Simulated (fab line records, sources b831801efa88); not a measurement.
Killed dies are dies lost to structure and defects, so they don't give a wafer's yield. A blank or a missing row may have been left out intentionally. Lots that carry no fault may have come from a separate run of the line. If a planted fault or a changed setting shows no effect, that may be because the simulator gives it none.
Which tool was responsible? | flow sky130 | 13 lots with 39 wafers sampled at 5 steps, on a route of 708 steps

== WHAT THE GAUGES SHOWED, per wafer ==
SKY_SD_P_CD_MEAS_07 targets a cd of 380 nm. Usual: cd-nm reads 380.3 nm (standard deviation 2.3).
lot  | measured     | on        | cd-nm (nm)        | flag
L465 | day 25 14:45 | cd-sem-02 | 382.0 382.2 380.8 |
L467 | day 26 13:39 | cd-sem-01 | 379.2 379.6 379.9 |
L468 | day 26 18:46 | cd-sem-01 | 386.2 384.5 383.6 |
L469 | day 27 10:16 | cd-sem-01 | 376.8 376.2 377.7 |
L471 | day 28 03:10 | cd-sem-02 | 380.8 381.5 383.0 |
L473 | day 28 17:13 | cd-sem-02 | 383.3 383.7 384.1 |
L472 | day 28 22:44 | cd-sem-02 | 379.3 381.9 381.2 |
L480 | day 31 03:08 | cd-sem-01 | 380.0 380.7 382.1 |
L481 | day 31 07:40 | cd-sem-02 | 376.4 378.2 380.5 |
L482 | day 31 18:37 | cd-sem-02 | 382.7 379.4 382.8 |
L483 | day 32 04:46 | cd-sem-02 | 379.4 379.8 378.5 |
L484 | day 32 07:40 | cd-sem-01 | 376.5 376.0 377.8 |
L486 | day 33 17:38 | cd-sem-02 | 380.1 379.7 378.9 |

SKY_SD_P_TW_MEAS_11. Usual: SD_P_TW typically reads 2859, with standard deviation 16.
lot  | measured     | on            | SD_P_TW        | flag
L465 | day 25 15:09 | film-metro-04 | 2842 2859 2852 |
L467 | day 26 14:02 | film-metro-01 | 2852 2837 2837 |
L468 | day 26 19:10 | film-metro-04 | 2863 2872 2879 |
L469 | day 27 10:41 | film-metro-04 | 2849 2848 2855 |
L471 | day 28 03:34 | film-metro-04 | 2830 2840 2835 |
L473 | day 28 17:37 | film-metro-03 | 2859 2878 2855 |
L472 | day 28 23:08 | film-metro-04 | 2853 2851 2844 |
L480 | day 31 03:32 | film-metro-01 | 2851 2858 2849 |
L481 | day 31 08:04 | film-metro-03 | 2868 2840 2869 |
L482 | day 31 19:07 | film-metro-03 | 2859 2863 2865 |
L483 | day 32 05:10 | film-metro-01 | 2868 2870 2865 |
L484 | day 32 08:04 | film-metro-04 | 2843 2837 2839 |
L486 | day 33 18:02 | film-metro-03 | 2875 2874 2873 |

SKY_RES_XHIGH_TW_MEAS_09. Usual: RES_XHIGH_TW typically reads 1655, with standard deviation 10.
lot  | measured     | on            | RES_XHIGH_TW   | flag
L465 | day 26 20:23 | film-metro-04 | 1649 1652 1640 |
L467 | day 27 19:14 | film-metro-03 | 1670 1672 1681 |
L468 | day 27 23:34 | film-metro-01 | 1660 1656 1653 |
L469 | day 28 14:52 | film-metro-03 | 1660 1652 1658 |
L471 | day 29 07:55 | film-metro-01 | 1671 1673 1674 |
L473 | day 29 21:37 | film-metro-04 | 30 30 30       | OFF
L472 | day 30 04:05 | film-metro-04 | 1652 1634 1638 |
L480 | day 32 06:25 | film-metro-01 | 1662 1673 1675 |
L481 | day 32 12:28 | film-metro-04 | 1646 1655 1650 |
L482 | day 32 23:37 | film-metro-04 | 1652 1652 1648 |
L483 | day 33 08:34 | film-metro-03 | 1666 1666 1661 |
L484 | day 33 11:40 | film-metro-01 | 1667 1657 1669 |
L486 | day 34 20:43 | film-metro-04 | 1642 1640 1659 |

== WHAT TOOL EACH LOT RAN ON (gives the tool, then ch and the chambers of the sampled wafers, and finally the start) ==
lot  | SKY_POLY_CUT_ETCH_11               | SKY_RES_XHIGH_EXPOSE_04
L465 | rie-diel-01 ch 1,2,3, day 24 09:47 | iline-stepper-02 ch 0, day 26 06:28
L467 | rie-diel-03 ch 1,3, day 25 08:35   | iline-stepper-02 ch 0, day 27 04:44
L468 | rie-diel-04 ch 1,2,3, day 25 13:01 | iline-stepper-01 ch 0, day 27 09:50
L469 | rie-diel-03 ch 0,2,3, day 26 05:49 | iline-stepper-02 ch 0, day 28 00:42
L471 | rie-diel-04 ch 0,1,3, day 26 23:03 | iline-stepper-01 ch 0, day 28 18:43
L473 | rie-diel-04 ch 0,1,3, day 27 12:58 | iline-stepper-02 ch 0, day 29 07:02
L472 | rie-diel-03 ch 1,2,3, day 27 18:37 | iline-stepper-02 ch 0, day 29 13:02
L480 | rie-diel-01 ch 2,3, day 29 22:52   | iline-stepper-02 ch 0, day 31 17:13
L481 | rie-diel-01 ch 1,2, day 30 03:59   | iline-stepper-02 ch 0, day 31 21:19
L482 | rie-diel-01 ch 1,3, day 30 14:40   | iline-stepper-02 ch 0, day 32 09:22
L483 | rie-diel-04 ch 0,1,3, day 31 00:40 | iline-stepper-02 ch 0, day 32 19:25
L484 | rie-diel-01 ch 0,1,2, day 31 04:07 | iline-stepper-02 ch 0, day 32 22:37
L486 | rie-diel-01 ch 0,2,3, day 32 15:07 | iline-stepper-02 ch 0, day 34 07:00
- SKY_POLY_CUT_ETCH_11: etches Si3N4 in CF4/CH2F2/Ar, stops on poly-Si, time 42.5 s, target depth 60 nm.
- SKY_RES_XHIGH_EXPOSE_04: exposes mask URPM, target cd 1270 nm.

== WHAT THE TOOLS THEMSELVES READ (means of the sampled wafers that have a number; where no wafer has one, the mark that the record gives instead) ==
SKY_POLY_CUT_ETCH_11. Usual: ch2f2-flow-sccm 20.01 sccm, standard deviation 0.062; drypump-motor-current-A 5.8 A, standard deviation 0.53; oes-product-au 0.831 a.u., standard deviation 0.0065; throttle-valve-pct 14.994 %, standard deviation 0.0089.
lot  | tool        | ch2f2-flow-sccm (sccm) | drypump-motor-current-A (A) | oes-product-au (a.u.) | throttle-valve-pct (%) | flag
L465 | rie-diel-01 | 20.03                  | 5.9                         | 0.827                 | 14.997                 |
L467 | rie-diel-03 | 20.06                  | 6.2                         | 0.832                 | 15.000                 |
L468 | rie-diel-04 | 19.98                  | 5.9                         | 0.829                 | 14.993                 |
L469 | rie-diel-03 | 20.06                  | 5.6                         | 0.832                 | 15.000                 |
L471 | rie-diel-04 | 19.97                  | 5.9                         | 0.836                 | 14.996                 |
L473 | rie-diel-04 | 19.98                  | 6.0                         | 0.823                 | 14.990                 |
L472 | rie-diel-03 | 20.02                  | 5.7                         | 0.831                 | 14.997                 |
L480 | rie-diel-01 | 19.98                  | 6.2                         | 0.823                 | 14.990                 |
L481 | rie-diel-01 | 20.03                  | 6.0                         | 0.842                 | 14.995                 |
L482 | rie-diel-01 | 19.98                  | 5.5                         | 0.830                 | 14.995                 |
L483 | rie-diel-04 | 19.99                  | 5.9                         | 0.838                 | 14.996                 |
L484 | rie-diel-01 | 20.04                  | 6.2                         | 0.834                 | 14.994                 |
L486 | rie-diel-01 | 20.04                  | 6.1                         | 0.831                 | 15.006                 |

SKY_RES_XHIGH_EXPOSE_04. Usual: reticle-temp-C reads 23.02 C (standard deviation 0.14).
lot  | tool             | reticle-temp-C (C) | flag
L465 | iline-stepper-02 | 22.99              |
L467 | iline-stepper-02 | 22.93              |
L468 | iline-stepper-01 | 22.93              |
L469 | iline-stepper-02 | 22.83              |
L471 | iline-stepper-01 | 23.20              |
L473 | iline-stepper-02 | 23.10              |
L472 | iline-stepper-02 | 23.10              |
L480 | iline-stepper-02 | 22.90              |
L481 | iline-stepper-02 | 22.97              |
L482 | iline-stepper-02 | 22.95              |
L483 | iline-stepper-02 | 23.20              |
L484 | iline-stepper-02 | 22.95              |
L486 | iline-stepper-02 | 23.04              |

== THE ANSWER, worked out from the rows above alone ==
Rule: a lot is off if the mean of its wafers that have a number lies more than 3 standard deviations from the usual mean. A lot without any number at a reading at which 4 lots or more have one is off too. The other lots that the step has rows for count as sound. After the gauges, taken in route order, come the tools' own readings; for these a lot's mean is taken, as printed above. At the first step where some lot is off, the reading lying furthest off is the one used; lots without a number count as furthest.
Off: at SKY_RES_XHIGH_TW_MEAS_09 (RES_XHIGH_TW), L473.
A tool fits if, at a process step before that reading, it ran every lot that is off, and no sound lot after the first of them. Gauges at SKY_RES_XHIGH_TW_MEAS_09: tried the same way as those tools. No candidate that was tried fits.

== WHAT WAS PUT IN BY THE SIMULATOR ==
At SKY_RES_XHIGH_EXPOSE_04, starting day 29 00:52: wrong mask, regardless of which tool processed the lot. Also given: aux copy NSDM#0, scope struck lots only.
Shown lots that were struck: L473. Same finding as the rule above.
